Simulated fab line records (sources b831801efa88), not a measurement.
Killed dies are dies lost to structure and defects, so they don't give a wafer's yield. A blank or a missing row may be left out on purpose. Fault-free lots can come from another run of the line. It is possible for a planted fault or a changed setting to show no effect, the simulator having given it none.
Matching of chambers    flow sky130    4 sister chambers for SKY_VIA4_CMP_02 on cmp-02
The step polishes SiO2. 16 wafers are shown with their chamber, then 8 later ones without.

## WAFERS, EACH WITH ITS CHAMBER
wafer   chamber  motor-current-A (A)
L690.1  0        13.2
L690.2  1        13.4
L690.5  2        12.2
L694.1  2        11.7
L694.5  0        12.9
L694.6  3        10.9
L695.4  0        13.6
L695.5  0        13.7
L695.6  3        10.5
L696.1  0        13.4
L696.3  2        12.1
L696.6  1        13.1
L698.1  2        11.7
L698.4  3        10.9
L698.6  3        10.9
L699.2  0        12.3

SIGNATURES, as means of the wafers listed above
reading          chamber 0  chamber 1  chamber 2  chamber 3  scatter within a chamber
motor-current-A  13.183     13.250     11.925     10.800     0.379
Rule: a wafer lies at a distance from a chamber equal to the root of the sum of squares, over the readings, of (its reading less the chamber's mean, divided by the reading's scatter). If the next closest chamber is less than 2 further off than the closest, the wafer can't be placed; otherwise it belongs to the closest. The scatter: the root of (the sum of the squares of (reading less its chamber's mean) over the shown wafers, divided by (wafers less chambers)).

## WAFERS WHOSE CHAMBER IS MISSING
wafer   motor-current-A (A)
L699.3  11.3
L699.4  12.5
L706.2  11.2
L706.5  11.9
L706.6  12.7
L707.4  11.1
L707.5  12.1
L707.6  11.3

## THE CHAMBER EACH PASSED THROUGH
wafer   from the rows above           in truth
L699.3  can't be placed: 3 or 2       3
L699.4  can't be placed: 2 or 0 or 1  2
L706.2  can't be placed: 3 or 2       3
L706.5  2                             2
L706.6  can't be placed: 0 or 1 or 2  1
L707.4  can't be placed: 3 or 2       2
L707.5  2                             2
L707.6  can't be placed: 3 or 2       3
Placed correctly: 2 of 8. Cannot be placed on the basis of these rows: 6; the candidates contain the true chamber in 6. 0 placed wrongly.
